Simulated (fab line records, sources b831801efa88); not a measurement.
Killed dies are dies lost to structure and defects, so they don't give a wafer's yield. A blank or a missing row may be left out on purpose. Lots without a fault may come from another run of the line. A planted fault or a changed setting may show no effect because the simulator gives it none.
fab line records | flow sky130 | part 1 of 2: steps 1 to 30 of 38
record lots=5 wafers=15 last_day=50
route steps=708 shown METAL3@535 CAPM@537
lots that met no fault: from a run of the same line without faults
start_h: hours from the record's first day to the start of the lot's first wafer shown | wait_h: hours since the lot's step before | " the same as in the row above | L1.1+2: a row that stands for several wafers | - no value, or no start given | * or withheld: withheld | < > ~ a bound
route shown NAME@n: a module of which the file shows steps, and the number in the route of the first | usual: mean/standard deviation of fault-free wafers | same: alike in all rows | chamber/n: place in a boat | sites: the reading at each site | _std_site: their standard deviation | _edge_site: outer sites' mean less inner sites' | radius_mm: how far each site lies from the wafer's centre | mask NAME#n: copy n | behind: the tool/chamber that last shaped the wafer | hold: why the lot was held/for how many hours/how that ended | device: the transistor (n, p or np) that didn't switch | end of line: the same wafers' tests at the end of the route | a step without rows: its recipe alone | killed: dies lost to structure and defects at the first sort, not the wafer's yield | map: a wafer's dies, x killed, . not, _ none there
set.NAME: the setting as run; set.NAME@STEP: as run at that earlier step | model.NAME: the simulator's own value behind a step, which no gauge read
lots at some steps of the route; a table a step, a row a wafer
services: from which hour (start_h, from the record's first day; less than 0 if before it) a tool's chamber was out of use, for how many hours, and why
## steps
# step SKY_METAL3_SPUTTER_03
# recipe material=Ti target_thk_nm=5 power_w=3000 time_s=3.3 chamber_pressure_pa=0.4
# usual throttle_valve_pct=30.1/1.2
# columns lot.wafer tool chamber start_h wait_h throttle_valve_pct
L076.1 pvd_sputter-01 - 861.54 0.0 30.6
L076.2 " - " " 30.9
L076.4 " - " " 31.1
L078.2 pvd_sputter-04 - 883.62 0.0 32.4
L078.3 " - " " 29.6
L078.5 " - " " 30.1
L082.2 pvd_sputter-04 - 917.34 0.0 30.0
L082.4 " - " " 32.3
L082.6 " - " " 28.9
L090.1 pvd_sputter-02 - 959.96 0.0 28.0
L090.4 " - " " 31.5
L090.6 " - " " 28.0
L097.2 pvd_sputter-02 - 1008.99 0.0 29.7
L097.5 " - " " 27.9
L097.6 " - " " 29.9
# step SKY_METAL3_SPUTTER_04
# recipe material=TiN target_thk_nm=70 power_w=6500 time_s=58.3 chamber_pressure_pa=0.4
# usual throttle_valve_pct=30.1/1.2
# columns lot.wafer tool chamber start_h wait_h throttle_valve_pct
L076.1 pvd_sputter-01 - 861.56 0.0 30.4
L076.2 " - " " 30.7
L076.4 " - " " 31.1
L078.2 pvd_sputter-04 - 883.64 0.0 32.7
L078.3 " - " " 29.7
L078.5 " - " " 30.2
L082.2 pvd_sputter-04 - 917.35 0.0 30.1
L082.4 " - " " 32.3
L082.6 " - " " 29.1
L090.1 pvd_sputter-02 - 959.98 0.0 28.0
L090.4 " - " " 31.7
L090.6 " - " " 27.9
L097.2 pvd_sputter-02 - 1009.01 0.0 29.7
L097.5 " - " " 27.9
L097.6 " - " " 29.5
# step SKY_CAPM_CVD_00
# recipe material=SiO2 target_thk_nm=15.5 temp_c=400 time_s=withheld rf_w=450
# usual heater_power_w=774/140
# columns lot.wafer tool chamber start_h wait_h heater_power_w
L076.1 pecvd-01 1 861.61 0.0 586
L076.2 " 2 " " 806
L076.4 " 2 " " 816
L078.2 pecvd-01 1 883.68 0.0 637
L078.3 " 2 " " 944
L078.5 " 2 " " 925
L082.2 pecvd-04 0 917.40 0.0 987
L082.4 " 0 " " 985
L082.6 " 0 " " 968
L090.1 pecvd-03 1 960.03 0.0 906
L090.4 " 1 " " 865
L090.6 " 2 " " 790
L097.2 pecvd-03 2 1009.05 0.0 793
L097.5 " 0 " " 723
L097.6 " 2 " " 792
# step SKY_CAPM_THK_MEAS_01
# recipe reads=SiO2_of_CAPM_CVD_00
# usual CAPM_CVD_00_THK=15.62/0.24
# columns lot.wafer tool chamber start_h wait_h CAPM_CVD_00_THK[nm]
L076.1 film_metro-01 - 861.64 - 15.46
L076.2 " - " " 15.58
L076.4 " - " " 15.73
L078.2 film_metro-02 - 883.72 - 15.49
L078.3 " - " " 15.25
L078.5 " - " " 15.80
L082.2 film_metro-03 - 917.45 - 15.27
L082.4 " - " " 15.66
L082.6 " - " " 15.75
L090.1 film_metro-02 - 960.05 - 15.22
L090.4 " - " " 15.56
L090.6 " - " " 15.50
L097.2 film_metro-01 - 1009.10 - 15.09
L097.5 " - " " 15.52
L097.6 " - " " 15.16
# step SKY_CAPM_SPUTTER_02
# recipe material=TiN target_thk_nm=200 temp_c=300 power_w=6755 time_s=166.7 chamber_pressure_pa=0.4
# usual throttle_valve_pct=30.1/1.3
# columns lot.wafer tool chamber start_h wait_h throttle_valve_pct
L076.1 pvd_sputter-04 - 861.70 0.1 30.3
L076.2 " - " " 29.5
L076.4 " - " " 32.2
L078.2 pvd_sputter-01 - 883.77 0.0 30.4
L078.3 " - " " 30.7
L078.5 " - " " 30.5
L082.2 pvd_sputter-03 - 917.50 0.0 27.3
L082.4 " - " " 31.6
L082.6 " - " " 29.3
L090.1 pvd_sputter-04 - 960.11 0.1 29.6
L090.4 " - " " 32.0
L090.6 " - " " 32.3
L097.2 pvd_sputter-03 - 1009.15 0.0 30.5
L097.5 " - " " 29.3
L097.6 " - " " 30.3
# step SKY_CAPM_RS_MEAS_03
# recipe thk_meas_gauge=four-point-probe reads=TiN_of_CAPM_SPUTTER_02
# usual CAPM_TIN_RS=6.66/0.077
# columns lot.wafer tool chamber start_h wait_h CAPM_TIN_RS[ohm/sq]
L076.1 film_metro-02 - 861.81 0.1 6.74
L076.2 " - " " 6.74
L076.4 " - " " 6.69
L078.2 film_metro-03 - 883.90 0.1 6.64
L078.3 " - " " 6.66
L078.5 " - " " 6.70
L082.2 film_metro-01 - 917.62 0.1 6.61
L082.4 " - " " 6.71
L082.6 " - " " 6.69
L090.1 film_metro-03 - 960.22 0.1 6.63
L090.4 " - " " 6.62
L090.6 " - " " 6.67
L097.2 film_metro-02 - 1009.28 0.1 6.68
L097.5 " - " " 6.68
L097.6 " - " " 6.64
# step SKY_CAPM_THK_MEAS_04
# recipe thk_meas_gauge=xrf reads=TiN_of_CAPM_SPUTTER_02
# usual CAPM_TIN_THK=205.2/2.2
# columns lot.wafer tool chamber start_h wait_h CAPM_TIN_THK[nm]
L076.1 film_metro-02 - 861.93 0.1 203.9
L076.2 " - " " 202.9
L076.4 " - " " 204.7
L078.2 film_metro-03 - 884.01 0.1 204.8
L078.3 " - " " 205.2
L078.5 " - " " 204.0
L082.2 film_metro-01 - 917.73 0.1 206.0
L082.4 " - " " 204.2
L082.6 " - " " 204.8
L090.1 film_metro-03 - 960.34 0.1 205.5
L090.4 " - " " 205.5
L090.6 " - " " 203.8
L097.2 film_metro-02 - 1009.39 0.1 205.1
L097.5 " - " " 205.6
L097.6 " - " " 205.9
# step SKY_CAPM_DEHYDRATE_05
# recipe temp_c=200 time_s=60
# usual plate_temp_C=199.96/0.16
# columns lot.wafer tool chamber start_h wait_h plate_temp_C
L076.1 litho_track-04 0 874.08 12.1 199.81
L076.2 " 0 " " 200.02
L076.4 " 0 " " 199.92
L078.2 litho_track-01 0 896.44 12.4 199.98
L078.3 " 0 " " 200.02
L078.5 " 0 " " 200.08
L082.2 litho_track-04 0 928.00 10.3 200.16
L082.4 " 0 " " 199.93
L082.6 " 0 " " 200.06
L090.1 litho_track-01 0 971.97 11.6 200.01
L090.4 " 0 " " 199.85
L090.6 " 0 " " 200.00
L097.2 litho_track-02 0 1020.11 10.7 200.12
L097.5 " 0 " " 200.04
L097.6 " 0 " " 200.05
# step SKY_CAPM_HMDS_06
# recipe prime_time_s=60 prime_temp_c=120
# usual prime_temp_c=119.99/0.14
# columns lot.wafer tool chamber start_h wait_h prime_temp_c
L076.1 litho_track-04 0 874.23 0.1 120.07
L076.2 " 0 " " 120.07
L076.4 " 0 " " 119.95
L078.2 litho_track-01 0 896.59 0.1 119.86
L078.3 " 0 " " 119.79
L078.5 " 0 " " 119.97
L082.2 litho_track-04 0 928.15 0.1 119.92
L082.4 " 0 " " 120.00
L082.6 " 0 " " 119.91
L090.1 litho_track-01 0 972.12 0.1 120.07
L090.4 " 0 " " 119.91
L090.6 " 0 " " 120.06
L097.2 litho_track-02 0 1020.26 0.1 120.16
L097.5 " 0 " " 120.16
L097.6 " 0 " " 120.03
# step SKY_CAPM_COAT_07
# recipe resist=NOVOLAK spin_rpm=3000 resist_thk_nm=1140
# usual dispense_pressure_kPa=49.5/2.4
# columns lot.wafer tool chamber start_h wait_h dispense_pressure_kPa
L076.1 litho_track-04 0 874.38 0.1 48.4
L076.2 " 0 " " 48.4
L076.4 " 0 " " 48.3
L078.2 litho_track-01 0 896.74 0.1 48.0
L078.3 " 0 " " 48.0
L078.5 " 0 " " 48.0
L082.2 litho_track-04 0 928.30 0.1 48.4
L082.4 " 0 " " 48.4
L082.6 " 0 " " 48.4
L090.1 litho_track-01 0 972.27 0.1 48.0
L090.4 " 0 " " 48.0
L090.6 " 0 " " 48.0
L097.2 litho_track-02 0 1020.41 0.1 53.7
L097.5 " 0 " " 53.7
L097.6 " 0 " " 53.7
# step SKY_CAPM_SOFTBAKE_08
# recipe temp_c=90 time_s=60 resist=NOVOLAK
# usual plate_temp_C=90.00/0.12
# columns lot.wafer tool chamber start_h wait_h plate_temp_C
L076.1 litho_track-04 0 874.53 0.1 90.28
L076.2 " 0 " " 89.93
L076.4 " 0 " " 90.08
L078.2 litho_track-01 0 896.89 0.1 89.97
L078.3 " 0 " " 90.03
L078.5 " 0 " " 90.09
L082.2 litho_track-04 0 928.45 0.1 89.95
L082.4 " 0 " " 89.98
L082.6 " 0 " " 90.20
L090.1 litho_track-01 0 972.42 0.1 89.92
L090.4 " 0 " " 90.03
L090.6 " 0 " " 89.91
L097.2 litho_track-02 0 1020.56 0.1 89.94
L097.5 " 0 " " 89.84
L097.6 " 0 " " 89.95
# step SKY_CAPM_EXPOSE_09
# recipe mask_id=CAPM na=0.6 source_shape=conventional sigma_outer=0.6 polarization=unpolarized target_cd_nm=1000 dose_mj=159
# columns lot.wafer tool chamber start_h wait_h mask
L076.1+2+4 iline_stepper-01 0 - - CAPM#0
L078.2+3+5 iline_stepper-01 0 - - CAPM#0
L082.2+4+6 iline_stepper-02 0 - - CAPM#0
L090.1+4+6 iline_stepper-02 0 - - CAPM#0
L097.2+5+6 iline_stepper-02 0 - - CAPM#0
# step SKY_CAPM_PEB_10
# recipe temp_c=withheld time_s=* resist=NOVOLAK
# columns lot.wafer tool chamber start_h wait_h
L076.1+2+4 litho_track-01 0 - -
L078.2+3+5 litho_track-01 0 - -
L082.2+4+6 litho_track-02 0 - -
L090.1+4+6 litho_track-02 0 - -
L097.2+5+6 litho_track-01 0 - -
# step SKY_CAPM_DEVELOP_11
# recipe resist=NOVOLAK developer=TMAH develop_time_s=60 dev_temp_c=23
# columns lot.wafer tool chamber start_h wait_h
L076.1+2+4 litho_track-01 0 887.37 0.1
L078.2+3+5 litho_track-01 0 908.84 0.1
L082.2+4+6 litho_track-02 0 941.46 0.1
L090.1+4+6 litho_track-02 0 984.08 0.1
L097.2+5+6 litho_track-01 0 1031.49 0.1
# step SKY_CAPM_OVL_MEAS_12
# usual CAPM_OVL=0.4/1.2
# columns lot.wafer tool chamber start_h wait_h CAPM_OVL[nm]
L076.1 overlay-01 - 887.52 0.1 1.0
L076.2 " - " " 0.6
L076.4 " - " " 2.0
L078.2 overlay-01 - 908.97 0.1 3.2
L078.3 " - " " 2.3
L078.5 " - " " 1.8
L082.2 overlay-02 - 941.59 0.1 0.7
L082.4 " - " " 1.2
L082.6 " - " " 0.4
L090.1 overlay-02 - 984.23 0.1 -1.1
L090.4 " - " " -1.8
L090.6 " - " " -1.3
L097.2 overlay-02 - 1031.62 0.1 -0.2
L097.5 " - " " -0.5
L097.6 " - " " -1.2
# step SKY_CAPM_METAL_ETCH_13
# recipe target_depth_nm=220 stop_on=SiO2 chemistry=Cl2/BCl3 target=TiN pressure_mtorr=10 icp_w=900 bias_w=48.5 Cl2_flow_sccm=60 bcl3_flow_sccm=30 time_s=62.9
# usual drypump_motor_current_A=5.42/0.3 oes_product_au=0.963/0.0078 throttle_valve_pct=21.890/0.0089
# columns lot.wafer tool chamber start_h wait_h drypump_motor_current_A oes_product_au rf_hours_counter_h throttle_valve_pct
L076.1 rie_metal-04 0 887.55 0.0 5.72 0.950 19 21.891
L076.2 " 1 " " 5.48 0.960 7 21.894
L076.4 " 0 " " 5.71 0.954 - 21.900
L078.2 rie_metal-04 0 909.00 0.0 5.73 0.965 20 21.896
L078.3 " 1 " " 5.48 0.970 - 21.886
L078.5 " 0 " " 5.74 0.953 - 21.890
L082.2 rie_metal-04 1 941.65 0.0 5.48 0.971 - 21.879
L082.4 " 1 " " 5.51 0.958 - 21.880
L082.6 " 1 " " 5.50 0.957 - 21.878
L090.1 rie_metal-02 0 984.27 0.0 5.06 0.959 7 21.890
L090.4 " 1 " " 5.72 0.968 - 21.891
L090.6 " 1 " " 5.74 0.961 - 21.896
L097.2 rie_metal-02 1 1031.65 0.0 5.77 0.974 14 21.885
L097.5 " 1 " " 5.78 0.958 - 21.904
L097.6 " 0 " " 5.06 0.961 - 21.892
# step SKY_CAPM_STRIP_14
# recipe chemistry=O2/N2 power_w=1400 pressure_mtorr=1500 platen_temp_c=withheld o2_flow_sccm=3000 n2_flow_sccm=300 overash_fraction=0.5
# usual drypump_motor_current_A=5.6/0.38 o2_flow_sccm=3001/8.9 oes_product_au=0.710/0.0048 strip_time_to_endpoint_s=12.66/0.041
# columns lot.wafer tool chamber start_h wait_h drypump_motor_current_A o2_flow_sccm oes_product_au rf_hours_counter_h strip_time_to_endpoint_s
L076.1 plasma_asher-01 0 887.63 0.1 5.0 3003 0.716 75 12.70
L076.2 " 1 " " 5.6 3005 0.708 75 12.69
L076.4 " 1 " " 5.6 3002 0.707 - 12.72
L078.2 plasma_asher-02 0 909.08 0.1 6.4 2996 0.716 106 12.67
L078.3 " 0 " " 6.4 3008 0.716 - 12.64
L078.5 " 0 " " 6.4 3011 0.711 - 12.70
L082.2 plasma_asher-04 1 941.77 0.1 5.8 2983 0.710 53 12.68
L082.4 " 1 " " 5.7 3007 0.710 - 12.66
L082.6 " 1 " " 5.8 3006 0.704 - 12.67
L090.1 plasma_asher-01 0 984.35 0.1 5.1 2999 0.714 87 12.67
L090.4 " 0 " " 5.1 2999 0.709 - 12.61
L090.6 " 0 " " 5.1 3002 0.714 - 12.67
L097.2 plasma_asher-04 0 1031.73 0.1 5.4 2999 0.706 65 12.65
L097.5 " 0 " " 5.4 2998 0.710 - 12.64
L097.6 " 1 " " 5.7 3008 0.713 - 12.60
# step SKY_CAPM_STRIP_15
# recipe chemistry=post_etch_residue_remover time_s=1200 temp_c=72.5
# columns lot.wafer tool chamber start_h wait_h
L076.1+2+4 wet_bench-04 0 887.73 0.1
L078.2+3+5 wet_bench-04 2 909.18 0.1
L082.2+4+6 wet_bench-02 2 941.87 0.1
L090.1+4+6 wet_bench-02 2 984.45 0.1
L097.2+5+6 wet_bench-02 1 1031.83 0.1
# step SKY_CAPM_CLEAN_16
# recipe chemistry=IPA time_s=180 temp_c=25
# columns lot.wafer tool chamber start_h wait_h
L076.1+2+4 wet_bench-03 0 888.07 0.0
L078.2+3+5 wet_bench-02 3 909.55 0.0
L082.2+4+6 wet_bench-04 0 942.22 0.0
L090.1+4+6 wet_bench-04 1 984.79 0.0
L097.2+5+6 wet_bench-04 2 1032.20 0.0
# step SKY_CAPM_CLEAN_17
# recipe chemistry=O3/DIW dry=n2_spin
# columns lot.wafer tool chamber start_h wait_h
L076.1+2+4 wet_bench-02 3 888.13 0.0
L078.2+3+5 wet_bench-04 1 909.61 0.0
L082.2+4+6 wet_bench-03 0 942.28 0.0
L090.1+4+6 wet_bench-02 0 984.85 0.0
L097.2+5+6 wet_bench-03 3 1032.26 0.0
# step SKY_METAL3_DEHYDRATE_05
# recipe temp_c=200 time_s=60
# usual plate_temp_C=200.01/0.15
# columns lot.wafer tool chamber start_h wait_h plate_temp_C
L076.1 litho_track-02 0 900.53 12.2 200.06
L076.2 " 0 " " 199.90
L076.4 " 0 " " 199.87
L078.2 litho_track-04 0 921.65 11.9 199.85
L078.3 " 0 " " 199.98
L078.5 " 0 " " 200.01
L082.2 litho_track-04 0 952.90 10.5 200.13
L082.4 " 0 " " 200.05
L082.6 " 0 " " 200.20
L090.1 litho_track-02 0 995.98 11.0 199.96
L090.4 " 0 " " 199.76
L090.6 " 0 " " 199.94
L097.2 litho_track-02 0 1043.26 10.8 199.89
L097.5 " 0 " " 199.96
L097.6 " 0 " " 199.79
# step SKY_METAL3_HMDS_06
# recipe prime_time_s=60 prime_temp_c=120
# usual prime_temp_c=120.00/0.15
# columns lot.wafer tool chamber start_h wait_h prime_temp_c
L076.1 litho_track-02 0 900.68 0.1 120.21
L076.2 " 0 " " 120.00
L076.4 " 0 " " 120.15
L078.2 litho_track-04 0 921.80 0.1 120.12
L078.3 " 0 " " 120.25
L078.5 " 0 " " 119.97
L082.2 litho_track-04 0 953.05 0.1 120.02
L082.4 " 0 " " 120.04
L082.6 " 0 " " 119.81
L090.1 litho_track-02 0 996.13 0.1 120.00
L090.4 " 0 " " 120.02
L090.6 " 0 " " 120.24
L097.2 litho_track-02 0 1043.41 0.1 120.00
L097.5 " 0 " " 119.86
L097.6 " 0 " " 120.19
# step SKY_METAL3_COAT_07
# recipe resist=BARC temp_c=withheld time_s=withheld spin_rpm=3000 resist_thk_nm=60
# usual dispense_pressure_kPa=54/3.9
# columns lot.wafer tool chamber start_h wait_h dispense_pressure_kPa
L076.1 litho_track-02 0 900.83 0.1 54
L076.2 " 0 " " 54
L076.4 " 0 " " 54
L078.2 litho_track-04 0 921.95 0.1 48
L078.3 " 0 " " 48
L078.5 " 0 " " 48
L082.2 litho_track-04 0 953.20 0.1 48
L082.4 " 0 " " 48
L082.6 " 0 " " 48
L090.1 litho_track-02 0 996.28 0.1 54
L090.4 " 0 " " 54
L090.6 " 0 " " 54
L097.2 litho_track-02 0 1043.56 0.1 54
L097.5 " 0 " " 54
L097.6 " 0 " " 54
# step SKY_METAL3_COAT_08
# recipe resist=KrF-thick spin_rpm=3000 resist_thk_nm=1140
# usual dispense_pressure_kPa=54/3.9
# columns lot.wafer tool chamber start_h wait_h dispense_pressure_kPa
L076.1 litho_track-02 0 - - 54
L076.2 " 0 " " 54
L076.4 " 0 " " 54
L078.2 litho_track-04 0 - - 48
L078.3 " 0 " " 48
L078.5 " 0 " " 48
L082.2 litho_track-04 0 - - 48
L082.4 " 0 " " 48
L082.6 " 0 " " 48
L090.1 litho_track-02 0 - - 54
L090.4 " 0 " " 54
L090.6 " 0 " " 54
L097.2 litho_track-02 0 - - 54
L097.5 " 0 " " 54
L097.6 " 0 " " 54
# step SKY_METAL3_SOFTBAKE_09
# recipe temp_c=100 time_s=90 resist=KrF-thick
# usual plate_temp_C=100.03/0.12
# columns lot.wafer tool chamber start_h wait_h plate_temp_C
L076.1 litho_track-02 0 - - 100.14
L076.2 " 0 " " 99.90
L076.4 " 0 " " 100.14
L078.2 litho_track-04 0 - - 100.07
L078.3 " 0 " " 99.90
L078.5 " 0 " " 100.23
L082.2 litho_track-04 0 - - 100.18
L082.4 " 0 " " 99.96
L082.6 " 0 " " 100.17
L090.1 litho_track-02 0 - - 99.90
L090.4 " 0 " " 100.09
L090.6 " 0 " " 99.79
L097.2 litho_track-02 0 - - 100.22
L097.5 " 0 " " 100.19
L097.6 " 0 " " 100.18
# step SKY_METAL3_EXPOSE_10
# recipe mask_id=MM3 na=0.68 source_shape=annular sigma_inner=0.4 sigma_outer=0.8 target_cd_nm=300 dose_mj=28
# columns lot.wafer tool chamber start_h wait_h mask
L076.1+2+4 krf_scanner-02 0 - - MM3#0
L078.2+3+5 krf_scanner-02 0 - - MM3#0
L082.2+4+6 krf_scanner-01 0 - - MM3#0
L090.1+4+6 krf_scanner-01 0 - - MM3#0
L097.2+5+6 krf_scanner-02 0 - - MM3#0
# step SKY_METAL3_PEB_11
# recipe peb_temp_c=withheld peb_time_s=withheld resist=KrF-thick
# columns lot.wafer tool chamber start_h wait_h
L076.1+2+4 litho_track-02 0 - -
L078.2+3+5 litho_track-04 0 - -
L082.2+4+6 litho_track-02 0 - -
L090.1+4+6 litho_track-04 0 - -
L097.2+5+6 litho_track-04 0 - -
# step SKY_METAL3_DEVELOP_12
# recipe develop_time_s=62.73 resist=KrF-thick dev_temp_c=21
# columns lot.wafer tool chamber start_h wait_h
L076.1+2+4 litho_track-02 0 - -
L078.2+3+5 litho_track-04 0 - -
L082.2+4+6 litho_track-02 0 - -
L090.1+4+6 litho_track-04 0 - -
L097.2+5+6 litho_track-04 0 - -
# step SKY_METAL3_CD_MEAS_13
# recipe target_cd_nm=300
# usual cd_nm=300.3/1.5
# columns lot.wafer tool chamber start_h wait_h cd_nm
L076.1 cd_sem-01 - 914.08 - 301.6
L076.2 " - " " 301.7
L076.4 " - " " 302.1
L078.2 cd_sem-02 - 933.95 - 298.8
L078.3 " - " " 299.7
L078.5 " - " " 299.6
L082.2 cd_sem-01 - 965.95 - 299.8
L082.4 " - " " 301.6
L082.6 " - " " 299.8
L090.1 cd_sem-02 - 1007.53 - 298.6
L090.4 " - " " 297.1
L090.6 " - " " 298.4
L097.2 cd_sem-01 - 1055.40 - 299.6
L097.5 " - " " 300.7
L097.6 " - " " 299.0
# step SKY_METAL3_OVL_MEAS_14
# usual METAL3_OVL=2/6.4
# columns lot.wafer tool chamber start_h wait_h METAL3_OVL[nm]
L076.1 overlay-01 - 914.20 0.1 3
L076.2 " - " " 3
L076.4 " - " " -2
L078.2 overlay-02 - 934.05 0.1 3
L078.3 " - " " 2
L078.5 " - " " 0
L082.2 overlay-02 - 966.06 0.1 -2
L082.4 " - " " 3
L082.6 " - " " -1
L090.1 overlay-02 - 1007.65 0.1 -3
L090.4 " - " " 10
L090.6 " - " " 2
L097.2 overlay-01 - 1055.50 0.1 -1
L097.5 " - " " 8
L097.6 " - " " -1
